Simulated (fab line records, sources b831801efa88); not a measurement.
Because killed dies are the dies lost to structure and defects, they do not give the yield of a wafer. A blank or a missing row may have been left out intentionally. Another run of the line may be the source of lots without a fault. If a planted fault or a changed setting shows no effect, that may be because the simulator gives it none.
Struck lot and sound lot, side by side || flow sky130 || 27 out of 708 route steps
Sound: the wafers L890.1, L890.4, L890.5. Wafers struck: L901.3, L901.5, L901.6. At the end, the cause is stated.
Order at every step that has rows: each side's tool, ch and its chambers, its first start. Under that, the readings that differ: sound wafers || struck wafers || difference of the means || sigmas: that difference in standard deviations of wafers without a fault.
alike: a reading whose means differ by less than 2 such deviations, as well as words and numbers matching on both sides. not compared: withheld readings; readings where some wafer has no value; bounds like >300 that might hide an equal value; numbers whose values overlap and for which the record gives no deviation.
A row with sigmas, a row that says differs or no value, or rows on one side alone: a step with any of these is where the two part. Numbers that don't overlap but have no deviation are shown without sigmas and don't part them. A reading that every wafer of one side lacks parts them only if that side has two wafers or more.

first, 9 steps without rows for these wafers: SKY_METAL4_DESCUM_15 (chemistry O2, time 8 s); SKY_METAL4_ETCH_16 (etches BARC in N2/H2, stops on SiO2, time 88.2 s, target depth 60 nm); SKY_METAL4_ETCH_17 (etches SiO2 in C4F8/O2/Ar, stops on TiN, time 3.9 s, target depth 15 nm); SKY_METAL4_METAL_ETCH_18 (etches the open film in Cl2/BCl3, stops on SiO2, target depth 845 nm, time 183.1 s); SKY_METAL4_STRIP_19 (strips in O2/N2); SKY_METAL4_STRIP_20 (strips in post etch residue remover, time 1200 s); SKY_METAL4_CLEAN_21 (cleans in IPA, time 180 s); SKY_METAL4_CLEAN_22 (cleans in O3/DIW); SKY_VIA4_HDPCVD_00 (deposits SiO2, target thk 1750 nm, time 291.7 s).
SKY_VIA4_CMP_02: polishes SiO2.
  sound on cmp-02 ch 1,2, day 43 06:37; struck on cmp-02 ch 0,1,3, day 46 14:08
  no value came back on the struck wafers for edgeZonePressureFrac, headPressurePsi (psi), motorCurrentA (A); on the sound wafers edgeZonePressureFrac reads 0.995 1.004 1.004
{"reading": "model.SiO2_of_VIA4_HDPCVD_00.thkNm (nm)", "sound": "578.7 578.4 576", "struck": "1745 1720 1734", "difference": "+1155", "sigmas": ""}
SKY_VIA4_BOW_MEAS_03:
  struck on filmMetro-01, day 46 14:26; sound on filmMetro-03, day 43 06:55
{"reading": "VIA4_BOW (um)", "sound": "82 86 79", "struck": "147 136 121", "difference": "+52", "sigmas": "+6"}
then, 7 steps without rows for these wafers: SKY_VIA4_DEHYDRATE_04 (time 60 s); SKY_VIA4_HMDS_05 (prime time 60 s); SKY_VIA4_COAT_06 (resist thk 1140 nm); SKY_VIA4_SOFTBAKE_07 (time 60 s); SKY_VIA4_EXPOSE_08 (exposes mask VIM4, target cd 800 nm); SKY_VIA4_PEB_09; SKY_VIA4_DEVELOP_10 (develop time 60 s).
SKY_VIA4_ETCH_12: etches SiO2 in C4F8/O2/Ar, stops on TiN, target depth 580 nm.
  sound on rieDiel-04 ch 0,1,3, day 44 06:05; struck on rieDiel-03 ch 0,3, day 47 10:53
{"reading": "oesProductAu (a.u.)", "sound": "0.926 0.918 0.928", "struck": "1.624 1.626 1.581", "difference": "+0.686", "sigmas": "+99 or more"}
{"reading": "model.VIA4.featureDepthNm (nm)", "sound": "578.7 578.4 576", "struck": "655.7 654.7 636.6", "difference": "+71.3", "sigmas": ""}
{"reading": "model.etch.depthNm (nm)", "sound": "578.7 578.4 576", "struck": "655.7 654.7 636.6", "difference": "+71.3", "sigmas": ""}
then, 6 steps without rows for these wafers: SKY_VIA4_STRIP_13 (strips in O2/N2); SKY_VIA4_STRIP_14 (strips in post etch residue remover, time 1200 s); SKY_VIA4_CLEAN_15 (cleans in IPA, time 180 s); SKY_VIA4_CLEAN_16 (cleans in O3/DIW); SKY_VIA4_SPUTTER_17 (material TiN, target thk 20 nm, time 80 s); SKY_VIA4_CVD_18 (deposits W, target thk 505 nm, time 152.14 s).
SKY_VIA4_CMP_21: polishes, stops on SiO2, t overpolish 25 s, target thk 0 nm.
  sound on cmp-01 ch 0,2,3, day 44 07:15; struck on cmp-01 ch 1,2, day 47 12:00
{"reading": "model.SiO2_of_VIA4_HDPCVD_00.thkNm (nm)", "sound": "573.3 573 570.5", "struck": "1739 1715 1729", "difference": "+1155", "sigmas": ""}
  alike: edgeZonePressureFrac, headPressurePsi, motorCurrentA
-- the record jumps here: 2 days lie between the struck wafers' starts before and after (it left off in module VIA4 and takes up again in module PAD_OPEN, whose first step shown is number 708 of the route) --
SKY_PAD_OPEN_PROBE_99:
  only the struck wafers here have rows in the record (prober-02, day 49 23:17); the sound ones have none

## WHERE THEY PART
First at SKY_VIA4_CMP_02; last, within this record, at SKY_PAD_OPEN_PROBE_99.

WHY: what the simulator had put in
At SKY_VIA4_CMP_02, the step was skipped entirely on cmp-02 from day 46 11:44 on. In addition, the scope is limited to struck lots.
